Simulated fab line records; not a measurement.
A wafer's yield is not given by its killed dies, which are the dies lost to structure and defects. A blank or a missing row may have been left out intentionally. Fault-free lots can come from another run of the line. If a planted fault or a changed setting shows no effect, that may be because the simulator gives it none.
fab line records ; flow sky130
[record] lots = 5; wafers = 15; last_day = 50
route steps=708 shown METAL2@506 VIA2@507 PAD_OPEN@708
lots with no fault: from the same line, run without faults
start_h: hours from the record's first day to the start of the lot's first wafer shown ; wait_h: hours elapsed since this lot's preceding step ; " repeats the value in the row above ; L1.1+2: a row that stands for several wafers ; - either no value or no given start ; * or withheld: withheld ; < > ~ a bound
route shown NAME@n: names a module that has steps shown in the file, with the first one's number in the route ; usual: the fault-free wafers' mean and standard deviation ; same: alike in all rows ; chamber/n: place in a boat ; sites: readings site by site ; _std_site: their standard deviation ; _edge_site: inner sites' mean taken away from outer sites' mean ; radius_mm: for every site, how far away it sits from the centre of the wafer ; mask NAME#n: copy n ; behind: tool/chamber where the wafer was last shaped ; hold: what put the lot on hold/how long, in hours/how the hold closed ; device: transistor that didn't switch, given as n, p or np ; end of line: the route-end tests of the same wafers ; a step with no rows: only its recipe ; killed: the dies lost at the first sort to structure and to defects; this is not the yield of the wafer ; map: shows each die of a wafer: x if killed, . if not, _ if none is there
set.NAME: the run value of the setting; set.NAME@STEP: its run value at that earlier step ; model.NAME: the simulator's own value behind a step, which no gauge read
a table for each step, a row for each wafer; lots at some steps of the route
services: a tool's chamber out of use, with start hour (start_h, from the record's first day; less than 0 if before it), hours out, and reason
[[steps]]
[step SKY_METAL2_CLEAN_23]
[recipe] chemistry = O3/DIW; dry = n2_spin
[step SKY_VIA2_HDPCVD_00]
[recipe] material = SiO2; target_thk_nm = 1180; sigma_open_frac = 0.3; time_s = 196.7; temp_c = 400; sih4_flow_sccm = 60; pressure_mtorr = 6
[step SKY_VIA2_THK_MEAS_01]
[recipe] reads = SiO2_of_VIA2_HDPCVD_00
[usual] VIA2_HDPCVD_THK = 1182/10
lot.wafer;tool;chamber;start_h;wait_h;VIA2_HDPCVD_THK[nm]
L876.1;film_metro-03;-;860.06;0.1;1191
L876.3;film_metro-03;-;860.06;0.1;1186
L876.4;film_metro-03;-;860.06;0.1;1181
L882.1;film_metro-01;-;913.93;0.1;1169
L882.4;film_metro-01;-;913.93;0.1;1174
L882.6;film_metro-01;-;913.93;0.1;1171
L884.1;film_metro-01;-;916.08;0.1;1177
L884.3;film_metro-01;-;916.08;0.1;1176
L884.6;film_metro-01;-;916.08;0.1;1168
L886.2;film_metro-03;-;928.33;0.1;1166
L886.3;film_metro-03;-;928.33;0.1;1165
L886.6;film_metro-03;-;928.33;0.1;1166
L894.3;film_metro-03;-;987.35;0.1;1197
L894.5;film_metro-03;-;987.35;0.1;1187
L894.6;film_metro-03;-;987.35;0.1;1185
[step SKY_VIA2_CMP_02]
[recipe] material = SiO2; down_force_psi = 4; platen_rpm = 60; pad_velocity_m_s = 0.94248
[usual] motor_current_A = 12.0/1
lot.wafer;tool;chamber;start_h;wait_h;motor_current_A
L876.1;cmp-01;2;860.17;0.1;10.3
L876.3;cmp-01;3;860.17;0.1;13.5
L876.4;cmp-01;0;860.17;0.1;11.7
L882.1;cmp-02;3;913.99;0.1;13.0
L882.4;cmp-02;1;913.99;0.1;11.5
L882.6;cmp-02;3;913.99;0.1;12.5
L884.1;cmp-01;0;916.14;0.1;11.4
L884.3;cmp-01;3;916.14;0.1;13.5
L884.6;cmp-01;0;916.14;0.1;11.5
L886.3;cmp-01;1;928.38;0.0;13.5
L886.2;cmp-01;2;928.38;0.0;11.0
L886.6;cmp-01;2;928.38;0.0;10.7
L894.3;cmp-01;1;987.44;0.1;13.1
L894.6;cmp-01;0;987.44;0.1;10.8
L894.5;cmp-01;1;987.44;0.1;12.7
[step SKY_VIA2_BOW_MEAS_03]
[recipe] mode = bow
[usual] VIA2_BOW = 87/8
lot.wafer;tool;chamber;start_h;wait_h;VIA2_BOW[um]
L876.1;film_metro-03;-;860.42;0.2;91
L876.3;film_metro-03;-;860.42;0.2;97
L876.4;film_metro-03;-;860.42;0.2;95
L882.1;film_metro-01;-;914.29;0.2;82
L882.4;film_metro-01;-;914.29;0.2;79
L882.6;film_metro-01;-;914.29;0.2;68
L884.1;film_metro-02;-;916.44;0.2;83
L884.3;film_metro-02;-;916.44;0.2;92
L884.6;film_metro-02;-;916.44;0.2;77
L886.2;film_metro-02;-;928.70;0.2;85
L886.3;film_metro-02;-;928.70;0.2;82
L886.6;film_metro-02;-;928.70;0.2;97
L894.3;film_metro-02;-;987.73;0.2;84
L894.5;film_metro-02;-;987.73;0.2;92
L894.6;film_metro-02;-;987.73;0.2;72
[step SKY_VIA2_DEHYDRATE_04]
[recipe] temp_c = 200; time_s = 60
[step SKY_VIA2_HMDS_05]
[recipe] prime_time_s = 60; prime_temp_c = 120
[step SKY_VIA2_COAT_06]
[recipe] resist = BARC; temp_c = withheld; time_s = withheld; spin_rpm = 3000; resist_thk_nm = 60
[step SKY_VIA2_COAT_07]
[recipe] resist = KrF-thick; spin_rpm = 3000; resist_thk_nm = 450
[step SKY_VIA2_SOFTBAKE_08]
[recipe] temp_c = 100; time_s = 90; resist = KrF-thick
[step SKY_VIA2_EXPOSE_09]
[recipe] mask_id = VIM2; na = 0.8; source_shape = annular; sigma_inner = 0.55; sigma_outer = 0.85; target_cd_nm = 200; dose_mj = 38
[step SKY_VIA2_PEB_10]
[recipe] peb_temp_c = withheld; peb_time_s = withheld; resist = KrF-thick
[step SKY_VIA2_DEVELOP_11]
[recipe] develop_time_s = 60; resist = KrF-thick; dev_temp_c = 21
[usual] resist_line_temp_C = 23.01/0.1
lot.wafer;tool;chamber;start_h;wait_h;resist_line_temp_C
L876.1;litho_track-02;0;886;-;23.16
L876.3;litho_track-02;0;886;-;23.08
L876.4;litho_track-02;0;886;-;23.08
L882.1;litho_track-02;0;938;-;23.14
L882.4;litho_track-02;0;938;-;23.04
L882.6;litho_track-02;0;938;-;23.00
L884.1;litho_track-01;0;941;-;23.03
L884.3;litho_track-01;0;941;-;22.85
L884.6;litho_track-01;0;941;-;23.00
L886.2;litho_track-01;0;952;-;22.88
L886.3;litho_track-01;0;952;-;23.04
L886.6;litho_track-01;0;952;-;22.84
L894.3;litho_track-02;0;1010;-;23.06
L894.5;litho_track-02;0;1010;-;22.95
L894.6;litho_track-02;0;1010;-;22.94
[step SKY_VIA2_CD_MEAS_12]
[recipe] target_cd_nm = 200
[usual] cd_nm = 200.2/1.5
lot.wafer;tool;chamber;start_h;wait_h;cd_nm
L876.1;cd_sem-02;-;886.52;-;201.2
L876.3;cd_sem-02;-;886.52;-;201.6
L876.4;cd_sem-02;-;886.52;-;202.0
L882.1;cd_sem-02;-;938.87;-;199.8
L882.4;cd_sem-02;-;938.87;-;198.5
L882.6;cd_sem-02;-;938.87;-;199.0
L884.1;cd_sem-02;-;941.23;-;200.6
L884.3;cd_sem-02;-;941.23;-;199.0
L884.6;cd_sem-02;-;941.23;-;200.4
L886.2;cd_sem-02;-;952.85;-;201.8
L886.3;cd_sem-02;-;952.85;-;200.9
L886.6;cd_sem-02;-;952.85;-;200.6
L894.3;cd_sem-01;-;1011.01;-;199.3
L894.5;cd_sem-01;-;1011.01;-;200.3
L894.6;cd_sem-01;-;1011.01;-;199.8
[step SKY_VIA2_OVL_MEAS_13]
[usual] VIA2_OVL = 2/4.7
lot.wafer;tool;chamber;start_h;wait_h;VIA2_OVL[nm]
L876.1;overlay-02;-;886.64;0.1;4
L876.3;overlay-02;-;886.64;0.1;10
L876.4;overlay-02;-;886.64;0.1;5
L882.1;overlay-02;-;938.99;0.1;2
L882.4;overlay-02;-;938.99;0.1;0
L882.6;overlay-02;-;938.99;0.1;6
L884.1;overlay-01;-;941.35;0.1;10
L884.3;overlay-01;-;941.35;0.1;6
L884.6;overlay-01;-;941.35;0.1;1
L886.2;overlay-02;-;952.96;0.1;6
L886.3;overlay-02;-;952.96;0.1;0
L886.6;overlay-02;-;952.96;0.1;-1
L894.3;overlay-02;-;1011.11;0.1;6
L894.5;overlay-02;-;1011.11;0.1;2
L894.6;overlay-02;-;1011.11;0.1;4
[step SKY_VIA2_ETCH_14]
[recipe] chemistry = N2/H2; target = BARC; ion_energy_ev = 200; source_w = 500; bias_w = 100; pressure_mtorr = 30; n2_flow_sccm = 100; h2_flow_sccm = 200; stop_on = SiO2; time_s = 45.9; target_depth_a = 600
[usual] drypump_motor_current_A = 5.8/0.42; oes_product_au = 0.855/0.0047; throttle_valve_pct = 13.225/0.0094
lot.wafer;tool;chamber;start_h;wait_h;drypump_motor_current_A;oes_product_au;rf_hours_counter_h;throttle_valve_pct;model.VIA2.cd_nm
L876.1;rie_diel-04;1;886.68;0.0;6.0;0.858;6;13.226;200.7
L876.3;rie_diel-04;0;886.68;0.0;6.3;0.856;15;13.227;201.3
L876.4;rie_diel-04;3;886.68;0.0;6.1;0.849;9;13.224;202.5
L882.1;rie_diel-01;2;939.03;0.0;5.3;0.860;16;13.221;200.2
L882.4;rie_diel-01;0;939.03;0.0;5.4;0.859;11;13.236;198.3
L882.6;rie_diel-01;3;939.03;0.0;5.6;0.859;-;13.217;199.6
L884.1;rie_diel-01;0;941.39;0.0;5.4;0.854;11;13.222;200.6
L884.3;rie_diel-01;1;941.39;0.0;6.4;0.856;4;13.226;198.9
L884.6;rie_diel-01;0;941.39;0.0;5.4;0.860;-;13.228;199.9
L886.2;rie_diel-01;3;952.99;0.0;5.6;0.850;22;13.233;201.5
L886.3;rie_diel-01;0;952.99;0.0;5.4;0.850;11;13.211;200.1
L886.6;rie_diel-01;3;952.99;0.0;5.5;0.849;-;13.217;200
L894.3;rie_diel-04;2;1011.13;0.0;5.7;0.845;1;13.218;198.6
L894.5;rie_diel-04;1;1011.13;0.0;6.0;0.857;-;13.230;199.9
L894.6;rie_diel-04;2;1011.13;0.0;5.7;0.862;-;13.221;199.4
[step SKY_VIA2_ETCH_15]
[recipe] target = SiO2; chemistry = C4F8/O2/Ar; target_depth_nm = 546; stop_on = TiN; mask_material = KrF-thick; source_w = 1500; bias_w = 1200; pressure_mtorr = 40; c4f8_flow_sccm = withheld; O2_flow_sccm = 6; Ar_flow_sccm = 300; time_s = 84
[usual] oes_product_au = 0.939/0.0052
lot.wafer;tool;chamber;start_h;wait_h;oes_product_au;rf_hours_counter_h
L876.1;rie_diel-04;1;886.72;0.0;0.943;6
L876.3;rie_diel-04;0;886.72;0.0;0.936;15
L876.4;rie_diel-04;3;886.72;0.0;0.939;9
L882.1;rie_diel-01;2;939.07;0.0;0.932;16
L882.4;rie_diel-01;0;939.07;0.0;0.942;11
L882.6;rie_diel-01;3;939.07;0.0;0.937;-
L884.1;rie_diel-01;0;941.43;0.0;0.949;11
L884.3;rie_diel-01;1;941.43;0.0;0.937;4
L884.6;rie_diel-01;0;941.43;0.0;0.947;-
L886.2;rie_diel-01;3;953.03;0.0;0.945;22
L886.3;rie_diel-01;0;953.03;0.0;0.943;11
L886.6;rie_diel-01;3;953.03;0.0;0.935;-
L894.3;rie_diel-04;2;1011.17;0.0;0.939;1
L894.5;rie_diel-04;1;1011.17;0.0;0.931;-
L894.6;rie_diel-04;2;1011.17;0.0;0.929;-
[step SKY_PAD_OPEN_PROBE_99]
[usual] defect_limited_yield = 82.2/1.9; killed_at_M0_to_M3 = 44/6.8; killed_at_M4_up = 3.1/1.8; killed_at_contacts = 25/5.2; killed_at_front_end = 15/4.1; killed_at_other = 0.3/0.62; killed_dies = 88/9.4; killed_open = 48/7.1; killed_short = 40/6.1; sort_bin_3_pad_short = 0.9/0.38; sort_bin_5_function = 10.5/1.5; sort_bin_6_memory = 6.5/1.2; sort_bin_8_speed = 0.5/0.95; sort_n_pass = 402/10; sort_yield_pct = 81.6/2
[same] gross_dies = 492; killed_at_back_side = 0; sort_bin_4_leakage[%] = 0
lot.wafer;tool;chamber;start_h;wait_h;defect_limited_yield[%];killed_at_M0_to_M3;killed_at_M4_up;killed_at_contacts;killed_at_front_end;killed_at_other;killed_dies;killed_open;killed_short;sort_bin_3_pad_short[%];sort_bin_5_function[%];sort_bin_6_memory[%];sort_bin_8_speed[%];sort_n_pass;sort_yield_pct[%]
L882.1;prober-02;-;1146.60;0.1;86.2;33;2;19;14;0;68;37;31;0.8;6.3;6.7;0.4;422;85.8
L882.4;prober-02;-;1146.75;0.2;82.5;46;2;22;16;0;86;45;41;0.4;10.8;6.3;0.2;405;82.3
L882.6;prober-02;-;1146.85;0.2;81.3;50;3;26;13;0;92;48;44;1.0;11.8;5.9;0.2;399;81.1
L884.1;prober-01;-;1151.63;0.1;85.6;41;3;16;11;0;71;39;32;0.4;7.5;6.5;0.4;419;85.2
L884.3;prober-01;-;1151.73;0.2;80.3;49;3;29;16;0;97;51;46;0.8;12.0;6.9;0;395;80.3
L884.6;prober-01;-;1151.88;0.2;79.5;50;0;28;23;0;101;54;47;1.2;13.0;6.3;0.2;390;79.3
L894.3;prober-01;-;1198.74;0.2;83.1;45;2;22;14;0;83;44;39;1.0;10.6;5.3;0;409;83.1
L894.5;prober-01;-;1198.84;0.2;83.7;37;2;28;13;0;80;38;41;0.6;8.7;6.9;0.4;410;83.3
L894.6;prober-01;-;1198.89;0.2;81.7;37;3;32;18;0;90;39;50;1.8;10.2;6.3;0.2;401;81.5
// killed by level:class
L882.1 VIA3:geometric_particle:open=7 FIELD_ISO:geometric_particle:open=6 CONTACT:geometric_particle:open=6 METAL2:geometric_particle:short=6 LI_CONTACT:geometric_particle:open=5 VIA2:geometric_particle:open=5 METAL1:geometric_particle:short=4 FIELD_ISO:geometric_particle:short=3
L882.4 VIA1:geometric_particle:open=14 METAL1:geometric_particle:short=7 CONTACT:geometric_particle:open=6 VIA1:geometric_particle:short=6 LI_CONTACT:geometric_particle:open=5 LOCAL_INTERCONNECT:geometric_particle:short=5 VIA3:geometric_particle:open=5 FIELD_ISO:geometric_particle:open=4
L882.6 VIA1:geometric_particle:open=15 CONTACT:geometric_particle:open=10 METAL2:geometric_particle:short=7 VIA3:geometric_particle:open=7 CONTACT:geometric_particle:short=6 VIA1:geometric_particle:short=5 METAL3:geometric_particle:short=5 POLY_GATE:geometric_particle:short=3
L884.1 CONTACT:geometric_particle:open=7 VIA2:geometric_particle:open=7 VIA1:geometric_particle:open=6 METAL3:geometric_particle:short=6 VIA3:geometric_particle:open=5 VIA3:geometric_particle:short=4 FIELD_ISO:geometric_particle:short=3 LI_CONTACT:geometric_particle:open=3
L884.3 VIA1:geometric_particle:open=11 CONTACT:geometric_particle:open=8 METAL1:geometric_particle:short=7 LI_CONTACT:geometric_particle:open=7 VIA2:geometric_particle:open=7 FIELD_ISO:geometric_particle:open=6 CONTACT:geometric_particle:short=6 VIA3:geometric_particle:open=6
L884.6 LI_CONTACT:geometric_particle:open=12 VIA1:geometric_particle:open=12 FIELD_ISO:geometric_particle:short=8 CONTACT:geometric_particle:open=7 METAL3:geometric_particle:short=7 FIELD_ISO:geometric_particle:open=6 METAL1:geometric_particle:short=6 VIA2:geometric_particle:open=6
L894.3 CONTACT:geometric_particle:open=7 METAL2:geometric_particle:short=7 FIELD_ISO:geometric_particle:open=6 LI_CONTACT:geometric_particle:open=6 METAL1:geometric_particle:short=6 VIA1:geometric_particle:open=6 VIA3:geometric_particle:open=6 VIA2:geometric_particle:open=6
L894.5 CONTACT:geometric_particle:open=9 METAL1:geometric_particle:short=8 LI_CONTACT:geometric_particle:open=7 CONTACT:geometric_particle:short=6 VIA1:geometric_particle:open=6 VIA2:geometric_particle:open=6 VIA3:geometric_particle:open=5 VIA1:geometric_particle:short=5
L894.6 LOCAL_INTERCONNECT:geometric_particle:short=8 CONTACT:geometric_particle:short=8 METAL2:geometric_particle:short=7 CONTACT:geometric_particle:open=7 VIA2:geometric_particle:open=7 FIELD_ISO:geometric_particle:open=5 VIA1:geometric_particle:open=5 VIA3:geometric_particle:open=5
[[services]]
tool;chamber;start_h;hours;kind
rie_diel-04;-;840.68;1.1;repair
rie_diel-01;1;843.35;7.5;repair
rie_diel-01;0;846.48;5.1;repair
cmp-02;-;905.69;4.5;repair
rie_diel-04;0;909.98;1.7;repair
cmp-02;-;912.99;1.0;repair
cmp-02;-;916.56;3.2;repair
cmp-01;-;918.87;0.9;repair
cmp-02;-;921.58;4.0;pm
cmp-02;-;925.58;-;consumable_replace:conditioner
cmp-02;-;925.58;-;consumable_replace:pad
rie_diel-04;0;942.26;25.2;repair
cmp-01;-;943.80;5.8;pm
litho_track-02;-;944.16;-;consumable_replace:filter
rie_diel-04;1;960.04;7.6;repair
rie_diel-01;-;963.33;0.1;repair
rie_diel-04;2;970.94;-;clean
rie_diel-04;2;970.94;18.4;scheduled_down
rie_diel-04;2;970.94;18.4;vent_cycle
rie_diel-01;-;981.07;14.6;pm
cmp-02;-;988.56;3.0;repair
cmp-02;-;994.70;4.9;pm
[[key]]
first_sign none at tools or gauges
[model_effect] step = SKY_VIA2_ETCH_14; value = VIA2.cd_nm; without = 196.9; struck = 200.5
met_at SKY_VIA2_DEVELOP_11
struck_wafers L886.2,L886.3,L886.6
onset_between 941 952
also_fits SKY_VIA2_ETCH_14:rie_diel-01
[fault] kind = process_parameter_drift; tool = litho_track-01; chamber = -; onset_h = 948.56; steps = SKY_VIA2_DEVELOP_11; channel = develop_time_s; offset = *; shape = step; end_h = 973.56; acts_in = *; stated = *
